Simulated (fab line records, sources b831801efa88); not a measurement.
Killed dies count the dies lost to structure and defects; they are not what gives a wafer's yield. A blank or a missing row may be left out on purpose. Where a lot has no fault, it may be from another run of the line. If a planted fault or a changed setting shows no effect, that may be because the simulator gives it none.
A struck lot beside a sound one -- flow sky130 -- 16 out of 708 route steps
Sound: wafers L436.3, L436.4, L436.6. Struck: wafer L440.1 (L440.3, L440.5, from the same lot, were not struck and are left out); the cause is given at the end.
Each step with rows lists, per side, the tool, then ch with its chambers, then its first start. Under that, the readings that differ: sound wafers -- struck wafers -- difference of the means -- sigmas: that difference in standard deviations of wafers without a fault.
alike: readings with means less than 2 such deviations apart, plus words and numbers identical on both sides. not compared: withheld readings, readings lacking a value on some wafer, bounds such as >300 that could conceal the same value, and numbers that have no deviation in the record and whose values overlap.
Wherever a step has rows on one side only, a row that says differs or no value, or a row with sigmas, the two part there. Numbers that don't overlap but have no deviation are shown without sigmas and don't part them. Lack of a reading on every wafer of one side parts them only where that side has two or more wafers.

SKY_VIA3_CMP_02: polishes SiO2.
  sound on cmp-01 ch 0,1,3, day 40 06:47; struck on cmp-01 ch 3, day 41 13:05
  alike: motor current A
SKY_VIA3_BOW_MEAS_03:
  sound: film metro-03 at day 40 07:05; struck: film metro-03 at day 41 13:23
  alike: VIA3_BOW
then, 8 steps without rows for these wafers: SKY_VIA3_DEHYDRATE_04 (time 60 s); SKY_VIA3_HMDS_05 (prime time 60 s); SKY_VIA3_COAT_06 (resist thk 60 nm); SKY_VIA3_COAT_07 (resist thk 450 nm); SKY_VIA3_SOFTBAKE_08 (time 90 s); SKY_VIA3_EXPOSE_09 (exposes mask VIM3, target cd 200 nm); SKY_VIA3_PEB_10; SKY_VIA3_DEVELOP_11 (develop time 60 s).
SKY_VIA3_CD_MEAS_12: target cd 200 nm.
  sound: cd sem-01 at day 41 07:51; struck: cd sem-02 at day 42 12:55
  alike: cd nm
SKY_VIA3_OVL_MEAS_13:
  sound: overlay-01 at day 41 07:56; struck: overlay-01 at day 42 13:02
  alike: VIA3_OVL
SKY_VIA3_ETCH_14: etches BARC in N2/H2, stops on SiO2, time 45.9 s, target depth 60 nm.
  sound on rie diel-04 ch 2,3, day 41 07:58; struck on rie diel-04 ch 0, day 42 13:04
reading,sound,struck,difference,sigmas
oes product au (a.u.),0.857 0.853 0.850,0.977,+0.124,+26
run length s (s),74.8 75.0 74.7,67.8,-7.0,-13
model.KrF-thick_of_VIA3_COAT_07.thk nm (nm),392.4 391.7 391.1,398.2,+6.5,
  alike: drypump motor current A, throttle valve pct
  not compared: rf hours counter h
SKY_VIA3_ETCH_15: etches SiO2 in C4F8/O2/Ar, stops on TiN, target depth 507 nm, time 78 s.
  sound on rie diel-04 ch 2,3, day 41 08:01; struck on rie diel-04 ch 0, day 42 13:07
reading,sound,struck,difference,sigmas
oes product au (a.u.),0.965 0.947 0.947,0.943,-0.010,-2
model.KrF-thick_of_VIA3_COAT_07.thk nm (nm),290.4 289.7 289.2,297.8,+8.0,
  alike: run length s
SKY_VIA3_STRIP_16: strips in O2/N2.
  sound on plasma asher-01 ch 0,1, day 41 08:06; struck on plasma asher-01 ch 0, day 42 13:10
reading,sound,struck,difference,sigmas
rf hours counter h (h),- - -,119,no value on the sound wafers,
strip time to endpoint s (s),4.125 4.110 4.112,4.187,+0.071,+3
  alike: drypump motor current A, oes product au
SKY_PAD_OPEN_PROBE_99:
  sound wafers here have rows in the record (prober-01, day 47 05:25); struck ones have none

== WHERE THEY PART ==
At SKY_VIA3_ETCH_14 first; at SKY_PAD_OPEN_PROBE_99 last (within this record only).

WHY: whatever the simulator had introduced
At SKY_VIA3_ETCH_14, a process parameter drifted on rie diel-04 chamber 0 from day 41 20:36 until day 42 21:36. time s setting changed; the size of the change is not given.
